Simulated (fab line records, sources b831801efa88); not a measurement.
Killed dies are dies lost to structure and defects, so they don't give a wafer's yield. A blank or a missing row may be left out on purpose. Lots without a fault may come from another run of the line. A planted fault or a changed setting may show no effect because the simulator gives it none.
A struck lot beside a sound one | flow gf180mcu | 16 steps out of a route of 602
Sound: wafers L193.2, L193.3, L193.4. Struck: wafer L196.1. (L196.4, L196.6 of the same lot were not struck and are left out.) The cause comes at the end.
At each step with rows: each side's tool, then ch and its chambers, then its first start. Under that, the readings that differ: sound wafers | struck wafers | difference of the means | sigmas: that difference in standard deviations of wafers without a fault.
alike: readings whose means differ by less than 2 such deviations, and words and numbers that are the same on both sides. not compared: withheld readings, readings that some wafer has no value for, bounds like >300 that may hide the same value, and numbers for which the record gives no deviation and whose values overlap.
The two part at a step that has a row with sigmas, a row that says differs or no value, or rows on one side only. Numbers that don't overlap but have no deviation are shown without sigmas and don't part them. A reading that every wafer of one side lacks parts them only if that side has two wafers or more.

first, 4 steps without rows for these wafers: GF_M2_SOFTBAKE_10 (time 60 s); GF_M2_EXPOSE_11 (exposes mask Metal2, target cd 280 nm); GF_M2_PEB_12 (peb time 90 s); GF_M2_DEVELOP_13 (develop time 60 s).
GF_M2_CD_MEAS_14: target cd 280 nm.
  sound on cd_sem-02, day 21 11:31; struck on cd_sem-01, day 23 01:24
  reading    | sound             | struck | difference | sigmas
  cd_nm (nm) | 280.2 280.4 280.9 | 282.8  | +2.3       | +2
GF_M2_OVL_MEAS_15:
  sound on overlay-02, day 21 11:38; struck on overlay-02, day 23 01:31
  alike: M2_OVL
GF_M2_METAL_ETCH_16: etches the open film in Cl2/BCl3, stops on SiO2, target depth 750.8 nm, time 125.1 s.
  sound on rie_metal-04 ch 0,1, day 21 11:40; struck on rie_metal-04 ch 0, day 23 01:34
  alike: drypump_motor_current_A, oes_product_au, throttle_valve_pct
  not compared: rf_hours_counter_h
GF_M2_STRIP_17: strips in O2/N2.
  sound on plasma_asher-03 ch 0,1, day 21 11:47; struck on plasma_asher-04 ch 1, day 23 01:41
  alike: drypump_motor_current_A, heater_power_w, oes_product_au, strip_time_to_endpoint_s
  not compared: rf_hours_counter_h
then, 3 steps without rows for these wafers: GF_M2_STRIP_18 (strips in post etch residue remover, time 1200 s); GF_M2_CLEAN_19 (cleans in DIW); GF_V2_CVD_00 (deposits SiO2, target thk 600 nm, time 100 s).
GF_V2_THK_MEAS_01:
  sound on film_metro-02, day 21 12:24; struck on film_metro-04, day 23 02:18
  alike: V2_CVD_00_THK
GF_V2_CVD_02: deposits SiO2 from TEOS, target thk 850 nm, time 94.851 s.
  sound on pecvd-02 ch 0,1,2, day 21 12:27; struck on pecvd-04 ch 2, day 23 02:22
  reading                             | sound             | struck | difference | sigmas
  model.SiO2_of_V2_CVD_02.thk_nm (nm) | 846.9 846.1 854.2 | 1276   | +427       |
  alike: heater_power_w, susceptor_temp_C
GF_V2_THK_MEAS_03:
  sound on film_metro-04, day 21 12:32; struck on film_metro-02, day 23 02:26
  reading            | sound       | struck | difference | sigmas
  V2_CVD_02_THK (nm) | 846 846 855 | 1276   | +427       | +39
GF_V2_CMP_04: polishes SiO2.
  sound on cmp-02 ch 0,1,2, day 21 12:38; struck on cmp-01 ch 0, day 23 02:32
  reading                | sound    | struck | difference | sigmas
  time_to_endpoint_s (s) | 87 84 84 | 239    | +154       | +27
  alike: motor_current_A
GF_V2_BOW_MEAS_05:
  sound on film_metro-03, day 21 12:54; struck on film_metro-02, day 23 02:47
  alike: V2_BOW

WHERE THEY PART
First at GF_M2_CD_MEAS_14; last, within this record, at GF_V2_CMP_04. Later steps at which nothing parts them and some readings are alike: GF_V2_BOW_MEAS_05.

WHY: what the simulator had put in
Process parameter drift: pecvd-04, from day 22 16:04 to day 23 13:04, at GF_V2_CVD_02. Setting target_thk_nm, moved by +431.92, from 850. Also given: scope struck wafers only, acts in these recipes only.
